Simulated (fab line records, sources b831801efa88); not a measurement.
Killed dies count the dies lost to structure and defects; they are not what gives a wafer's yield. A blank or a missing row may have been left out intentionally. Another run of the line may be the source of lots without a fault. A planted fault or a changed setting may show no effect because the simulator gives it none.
fab line records -- flow sky130
record: lots: 5, wafers: 14, lastDay: 50
route steps=708 shown METAL2@503 VIA2@507
lots with no fault: from the same line, run without faults
startH: hours from the record's first day to the start of the lot's first wafer shown -- waitH: hours elapsed since this lot's preceding step -- " the same as in the row above -- L1.1+2: several wafers, shown together as one row -- - no value present, or no start provided -- * or withheld: withheld -- < > ~ a bound
route shown NAME@n: a module of which the file shows steps, and the number in the route of the first -- usual: the fault-free wafers' mean and standard deviation -- same: alike in all rows -- chamber/n: place in a boat -- sites: readings site by site -- _std_site: the standard deviation of these -- _edge_site: outer sites' mean less inner sites' -- radiusMm: for every site, how far away it sits from the centre of the wafer -- mask NAME#n: copy n -- behind: the tool/chamber that last shaped the wafer -- hold: cause of the lot's hold/its duration in hours/its outcome -- device: which transistor (n, p or np) failed to switch -- end of line: the tests these same wafers got at the end of their route -- a step given without rows: its recipe and nothing more -- killed: not the wafer's yield, but the dies lost to structure and defects at the first sort -- map: per-die view of a wafer (x killed, . not killed, _ where there is no die)
set.NAME: setting as actually run; set.NAME@STEP: the setting as run at that earlier step -- model.NAME: the simulator's own value behind a step, which no gauge read
lots at selected steps of the route; one table per step, one row per wafer
services: the hour from which a tool's chamber was out of use, counted from the record's first day as startH (under 0 if before that day), plus the number of hours and why
== steps ==
step: SKY_METAL2_STRIP_20
recipe: chemistry: O2/N2, powerW: 1400, pressureMtorr: 1500, platenTempC: withheld, o2FlowSccm: 3000, n2FlowSccm: 300, overashFraction: 0.5
usual: chamberPressureMTorr: 1500.0/1.4, drypumpMotorCurrentA: 5.5/0.33, oesProductAu: 0.343/0.0049, stripTimeToEndpointS: 2.71/0.045
lot.wafer,tool,chamber,startH,waitH,chamberPressureMTorr,drypumpMotorCurrentA,oesProductAu,rfHoursCounterH,stripTimeToEndpointS
L279.2,plasmaAsher-04,1,823.68,0.1,1501.8,5.1,0.338,37,2.71
L279.3,plasmaAsher-04,1,823.68,0.1,1500.0,5.1,0.345,-,2.72
L279.6,plasmaAsher-04,0,823.68,0.1,1496.7,5.2,0.339,-,2.72
L280.2,plasmaAsher-04,0,830.53,0.1,1499.0,5.2,0.345,38,2.73
L280.4,plasmaAsher-04,0,830.53,0.1,1499.7,5.3,0.341,-,2.66
L280.6,plasmaAsher-04,0,830.53,0.1,1498.7,5.2,0.353,-,2.68
L291.2,plasmaAsher-04,0,917.53,0.1,1500.7,5.2,0.353,46,2.73
L291.6,plasmaAsher-04,0,917.53,0.1,1497.6,5.2,0.347,-,2.71
L298.2,plasmaAsher-04,0,961.64,0.1,1502.3,5.2,0.338,50,2.64
L298.4,plasmaAsher-04,1,961.64,0.1,1499.7,5.1,0.342,-,2.70
L298.5,plasmaAsher-04,0,961.64,0.1,1498.6,5.2,0.341,-,2.71
L299.1,plasmaAsher-03,0,973.93,0.1,1499.7,5.7,0.344,114,2.82
L299.3,plasmaAsher-03,1,973.93,0.1,1499.2,5.6,0.339,-,2.67
L299.6,plasmaAsher-03,0,973.93,0.1,1501.8,5.7,0.353,-,2.79
step: SKY_METAL2_STRIP_21
recipe: chemistry: postEtchResidueRemover, timeS: 1200, tempC: 72.5
step: SKY_METAL2_CLEAN_22
recipe: chemistry: IPA, timeS: 180, tempC: 25
step: SKY_METAL2_CLEAN_23
recipe: chemistry: O3/DIW, dry: n2Spin
step: SKY_VIA2_HDPCVD_00
recipe: material: SiO2, targetThkNm: 1180, sigmaOpenFrac: 0.3, timeS: 196.7, tempC: 400, sih4FlowSccm: 60, pressureMtorr: 6
step: SKY_VIA2_THK_MEAS_01
recipe: reads: SiO2_of_VIA2_HDPCVD_00
usual: VIA2_HDPCVD_THK: 1169/15
lot.wafer,tool,chamber,startH,waitH,VIA2_HDPCVD_THK[nm]
L279.2,filmMetro-04,-,824.44,0.1,1182
L279.3,filmMetro-04,-,824.44,0.1,1182
L279.6,filmMetro-04,-,824.44,0.1,1192
L280.2,filmMetro-04,-,831.26,0.1,1140
L280.4,filmMetro-04,-,831.26,0.1,1161
L280.6,filmMetro-04,-,831.26,0.1,1168
L291.2,filmMetro-02,-,918.38,0.1,1169
L291.6,filmMetro-02,-,918.38,0.1,1161
L298.2,filmMetro-01,-,962.37,0.1,1163
L298.4,filmMetro-01,-,962.37,0.1,1186
L298.5,filmMetro-01,-,962.37,0.1,1173
L299.1,filmMetro-02,-,974.68,0.1,1165
L299.3,filmMetro-02,-,974.68,0.1,1171
L299.6,filmMetro-02,-,974.68,0.1,1166
step: SKY_VIA2_CMP_02
recipe: material: SiO2, downForcePsi: 4, platenRpm: 60, padVelocityMS: 0.94248
usual: headPressurePsi: 4.000/0.0089, motorCurrentA: 11.9/0.93
lot.wafer,tool,chamber,startH,waitH,headPressurePsi,motorCurrentA
L279.2,cmp-02,2,824.49,0.0,4.009,12.1
L279.3,cmp-02,0,824.49,0.0,4.014,10.4
L279.6,cmp-02,2,824.49,0.0,3.996,12.6
L280.4,cmp-02,1,831.41,0.1,3.991,11.4
L280.2,cmp-02,2,831.41,0.1,3.996,12.5
L280.6,cmp-02,0,831.41,0.1,3.995,10.7
L291.2,cmp-01,0,918.48,0.1,3.984,11.7
L291.6,cmp-01,3,918.48,0.1,4.003,10.7
L298.4,cmp-01,0,962.42,0.0,3.997,12.1
L298.2,cmp-01,3,962.42,0.0,3.993,10.4
L298.5,cmp-01,0,962.42,0.0,3.994,11.7
L299.1,cmp-02,3,974.74,0.1,4.012,11.8
L299.3,cmp-02,0,974.74,0.1,4.000,11.2
L299.6,cmp-02,3,974.74,0.1,3.991,11.5
step: SKY_VIA2_BOW_MEAS_03
recipe: mode: bow
usual: VIA2_BOW: 86/6.7
lot.wafer,tool,chamber,startH,waitH,VIA2_BOW[um]
L279.2,filmMetro-04,-,824.81,0.3,81
L279.3,filmMetro-04,-,824.81,0.3,95
L279.6,filmMetro-04,-,824.81,0.3,84
L280.2,filmMetro-02,-,831.63,0.1,79
L280.4,filmMetro-02,-,831.63,0.1,82
L280.6,filmMetro-02,-,831.63,0.1,84
L291.2,filmMetro-04,-,918.75,0.2,106
L291.6,filmMetro-04,-,918.75,0.2,101
L298.2,filmMetro-01,-,962.74,0.1,79
L298.4,filmMetro-01,-,962.74,0.1,93
L298.5,filmMetro-01,-,962.74,0.1,92
L299.1,filmMetro-01,-,975.04,0.2,87
L299.3,filmMetro-01,-,975.04,0.2,79
L299.6,filmMetro-01,-,975.04,0.2,94
step: SKY_VIA2_DEHYDRATE_04
recipe: tempC: 200, timeS: 60
step: SKY_VIA2_HMDS_05
recipe: primeTimeS: 60, primeTempC: 120
step: SKY_VIA2_COAT_06
recipe: resist: BARC, tempC: withheld, timeS: withheld, spinRpm: 3000, resistThkNm: 60
step: SKY_VIA2_COAT_07
recipe: resist: KrF-thick, spinRpm: 3000, resistThkNm: 450
step: SKY_VIA2_SOFTBAKE_08
recipe: tempC: 100, timeS: 90, resist: KrF-thick
usual: heaterPowerTotalW: 57.36/0.12, runLengthS: 119.26/0.27
lot.wafer,tool,chamber,startH,waitH,heaterPowerTotalW,runLengthS
L279.2,lithoTrack-03,0,838,-,57.32,119.03
L279.3,lithoTrack-03,0,838,-,57.46,119.13
L279.6,lithoTrack-03,0,838,-,57.26,119.03
L280.2,lithoTrack-04,0,844,-,57.30,119.67
L280.4,lithoTrack-04,0,844,-,57.48,119.65
L280.6,lithoTrack-04,0,844,-,57.31,119.49
L291.2,lithoTrack-03,0,930,-,57.36,119.40
L291.6,lithoTrack-03,0,931,-,61.77,100.69
L298.2,lithoTrack-04,0,974,-,57.33,119.48
L298.4,lithoTrack-04,0,974,-,57.46,119.56
L298.5,lithoTrack-04,0,974,-,57.22,119.69
L299.1,lithoTrack-01,0,986,-,57.55,118.87
L299.3,lithoTrack-01,0,987,-,57.17,118.84
L299.6,lithoTrack-01,0,987,-,57.25,119.01
step: SKY_VIA2_EXPOSE_09
recipe: maskId: VIM2, na: 0.8, sourceShape: annular, sigmaInner: 0.55, sigmaOuter: 0.85, targetCdNm: 200, doseMj: 38
== services ==
tool,chamber,startH,hours,kind
plasmaAsher-03,-,803.68,15.6,repair
cmp-01,-,824.60,0.7,repair
plasmaAsher-04,-,863.65,2.8,pm
cmp-02,-,875.67,2.1,repair
plasmaAsher-03,-,890.27,4.5,repair
plasmaAsher-03,-,903.29,0.5,repair
cmp-01,-,912.15,4.0,pm
cmp-01,-,916.15,-,consumableReplace:conditioner
cmp-01,-,916.15,-,consumableReplace:pad
plasmaAsher-03,-,925.76,0.8,repair
cmp-01,-,929.78,1.9,repair
cmp-02,-,933.75,6.9,pm
plasmaAsher-04,-,938.18,7.6,repair
cmp-01,-,941.95,0.9,repair
cmp-02,-,951.22,1.3,repair
cmp-01,-,952.18,0.5,repair
plasmaAsher-03,-,952.52,6.6,repair
plasmaAsher-03,-,960.43,3.4,repair
cmp-02,-,983.91,6.3,repair
== key ==
firstSign: step: SKY_VIA2_SOFTBAKE_08, reading: runLengthS, direction: down, sigmas: 68, usual: *, struck: *
effect: step: SKY_VIA2_SOFTBAKE_08, reading: heaterPowerTotalW, direction: up, sigmas: 36, usual: *, struck: *
metAt SKY_VIA2_SOFTBAKE_08
struckWafers L291.6
sortLeftOut L291.6
onsetBetween 838 930
fault: kind: processParameterDrift, tool: lithoTrack-03, chamber: -, onsetH: 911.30, steps: SKY_VIA2_SOFTBAKE_08, channel: timeS, offset: *, shape: step, endH: 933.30, scope: struckWafersOnly, actsIn: *, stated: *
sortLeftOut: the simulated sort isn't trusted on such a fault, so these wafers' sort isn't shown, and their yield isn't known
